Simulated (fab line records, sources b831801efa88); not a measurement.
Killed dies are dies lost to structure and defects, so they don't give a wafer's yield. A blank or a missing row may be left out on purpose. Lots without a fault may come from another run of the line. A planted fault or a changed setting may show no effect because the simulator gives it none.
A struck lot beside a sound one | flow sky130 | 45 steps out of a route of 708
Sound: wafers L437.1, L437.3, L437.4. Struck: wafers L435.1, L435.2, L435.3. The cause comes at the end.
At each step with rows: each side's tool, then ch and its chambers, then its first start. Under that, the readings that differ: sound wafers | struck wafers | difference of the means | sigmas: that difference in standard deviations of wafers without a fault.
alike: readings whose means differ by less than 2 such deviations, and words and numbers that are the same on both sides. not compared: withheld readings, readings that some wafer has no value for, bounds like >300 that may hide the same value, and numbers for which the record gives no deviation and whose values overlap.
The two part at a step that has a row with sigmas, a row that says differs or no value, or rows on one side only. Numbers that don't overlap but have no deviation are shown without sigmas and don't part them. A reading that every wafer of one side lacks parts them only if that side has two wafers or more.

first, 5 steps without rows for these wafers: SKY_LDD_P_COAT_02 (resist thk 1140 nm); SKY_LDD_P_SOFTBAKE_03 (time 60 s); SKY_LDD_P_EXPOSE_04 (exposes mask PSDM, target cd 380 nm); SKY_LDD_P_PEB_05; SKY_LDD_P_DEVELOP_06 (develop time 60 s).
SKY_LDD_P_CD_MEAS_07: target cd 380 nm.
  sound on cd_sem-02, day 24 19:56; struck on cd_sem-01, day 23 22:01
  reading    | sound             | struck            | difference | sigmas
  cd_nm (nm) | 383.1 384.8 387.3 | 378.6 378.7 376.2 | -7.2       | -3
SKY_LDD_P_OVL_MEAS_08:
  sound on overlay-02, day 24 20:03; struck on overlay-01, day 23 22:08
  alike: LDD_P_OVL
then, 1 step without rows for these wafers: SKY_LDD_P_IMPLANT_09.
SKY_LDD_P_STRIP_10: strips in O2/N2.
  sound on plasma_asher-01 ch 0,1, day 24 20:14; struck on plasma_asher-01 ch 0,1, day 23 22:19
  reading               | sound             | struck            | difference | sigmas
  oes_product_au (a.u.) | 0.716 0.721 0.729 | 0.706 0.708 0.715 | -0.012     | -3
  alike: drypump_motor_current_A, strip_time_to_endpoint_s
  not compared: rf_hours_counter_h
SKY_LDD_P_TW_MEAS_11:
  sound on film_metro-02, day 24 20:20; struck on film_metro-04, day 23 22:25
  reading  | sound       | struck      | difference | sigmas
  LDD_P_TW | 618 619 618 | 643 639 639 | +22        | +2
then, 2 steps without rows for these wafers: SKY_LDD_HVN_DEHYDRATE_00 (time 60 s); SKY_LDD_HVN_HMDS_01 (prime time 60 s).
SKY_LDD_HVN_COAT_02: resist thk 300 nm.
  sound on litho_track-02 ch 0, day 25 11:43; struck on litho_track-03, day 24 12:55
  no value came back on the struck wafers for chill_plate_temp_C (C), dispense_pressure_kPa (kPa); on the sound wafers chill_plate_temp_C (C) reads 23.01 22.84 22.84
then, 4 steps without rows for these wafers: SKY_LDD_HVN_SOFTBAKE_03 (time 60 s); SKY_LDD_HVN_EXPOSE_04 (exposes mask HVNTM, target cd 700 nm); SKY_LDD_HVN_PEB_05; SKY_LDD_HVN_DEVELOP_06 (develop time 60 s).
SKY_LDD_HVN_OVL_MEAS_07:
  sound on overlay-02, day 26 02:02; struck on overlay-02, day 25 03:46
  reading          | sound        | struck | difference                    | sigmas
  LDD_HVN_OVL (nm) | 2.0 0.5 -0.5 | - - -  | no value on the struck wafers |
then, 1 step without rows for these wafers: SKY_LDD_HVN_IMPLANT_08.
SKY_LDD_HVN_STRIP_09: strips in O2/N2.
  sound on plasma_asher-01 ch 0,1, day 26 02:13; struck on plasma_asher-02 ch 0,1, day 25 03:57
  no value came back on the struck wafers for oes_product_au (a.u.), strip_time_to_endpoint_s (s); on the sound wafers oes_product_au (a.u.) reads 0.407 0.416 0.404
  alike: drypump_motor_current_A
  not compared: rf_hours_counter_h
SKY_LDD_HVN_TW_MEAS_10:
  sound on film_metro-03, day 26 02:19; struck on film_metro-03, day 25 04:03
  alike: LDD_HVN_TW
then, 7 steps without rows for these wafers: SKY_LDD_HVP_DEHYDRATE_00 (time 60 s); SKY_LDD_HVP_HMDS_01 (prime time 60 s); SKY_LDD_HVP_COAT_02 (resist thk 300 nm); SKY_LDD_HVP_SOFTBAKE_03 (time 60 s); SKY_LDD_HVP_EXPOSE_04 (exposes mask HVPTM, target cd 700 nm); SKY_LDD_HVP_PEB_05; SKY_LDD_HVP_DEVELOP_06 (develop time 60 s).
SKY_LDD_HVP_OVL_MEAS_07:
  sound on overlay-02, day 27 07:10; struck on overlay-01, day 26 09:16
  alike: LDD_HVP_OVL
then, 1 step without rows for these wafers: SKY_LDD_HVP_IMPLANT_08.
SKY_LDD_HVP_STRIP_09: strips in O2/N2.
  sound on plasma_asher-03 ch 0,1, day 27 07:21; struck on plasma_asher-03 ch 0,1, day 26 09:27
  alike: drypump_motor_current_A, oes_product_au, strip_time_to_endpoint_s
  not compared: rf_hours_counter_h
SKY_LDD_HVP_TW_MEAS_10:
  sound on film_metro-03, day 27 07:27; struck on film_metro-03, day 26 09:33
  reading    | sound       | struck         | difference | sigmas
  LDD_HVP_TW | 452 450 450 | 1432 1423 1429 | +977       | +99 or more
then, 7 steps without rows for these wafers: SKY_LDD_LDN_DEHYDRATE_00 (time 60 s); SKY_LDD_LDN_HMDS_01 (prime time 60 s); SKY_LDD_LDN_COAT_02 (resist thk 1140 nm); SKY_LDD_LDN_SOFTBAKE_03 (time 60 s); SKY_LDD_LDN_EXPOSE_04 (exposes mask LDNTM, target cd 700 nm); SKY_LDD_LDN_PEB_05; SKY_LDD_LDN_DEVELOP_06 (develop time 60 s).
SKY_LDD_LDN_OVL_MEAS_07:
  sound on overlay-02, day 28 11:31; struck on overlay-01, day 27 13:37
  alike: LDD_LDN_OVL
then, 2 steps without rows for these wafers: SKY_LDD_LDN_IMPLANT_08; SKY_LDD_LDN_IMPLANT_09.
SKY_LDD_LDN_TW_MEAS_13:
  sound on film_metro-04, day 28 12:16; struck on film_metro-01, day 27 14:22
  reading    | sound          | struck         | difference | sigmas
  LDD_LDN_TW | 1500 1496 1494 | 1813 1807 1810 | +313       | +13
-- the record jumps here: 4 days lie between the struck wafers' starts before and after (it left off in module LDD_LDN and takes up again in module RES_XHIGH, whose first step shown is number 341 of the route) --
SKY_RES_XHIGH_TW_MEAS_09:
  sound on film_metro-03, day 32 04:13; struck on film_metro-03, day 31 05:19
  reading      | sound          | struck         | difference | sigmas
  RES_XHIGH_TW | 1624 1619 1625 | 1912 1918 1912 | +291       | +19
-- the record jumps here: 18 days lie between the struck wafers' starts before and after (it left off in module RES_XHIGH and takes up again in module PAD_OPEN, whose first step shown is number 708 of the route) --
SKY_PAD_OPEN_PROBE_99:
  the record has rows for the struck wafers here (prober-01, day 48 20:51) and none for the sound ones

WHERE THEY PART
First at SKY_LDD_P_CD_MEAS_07; last, within this record, at SKY_PAD_OPEN_PROBE_99.

WHY: what the simulator had put in
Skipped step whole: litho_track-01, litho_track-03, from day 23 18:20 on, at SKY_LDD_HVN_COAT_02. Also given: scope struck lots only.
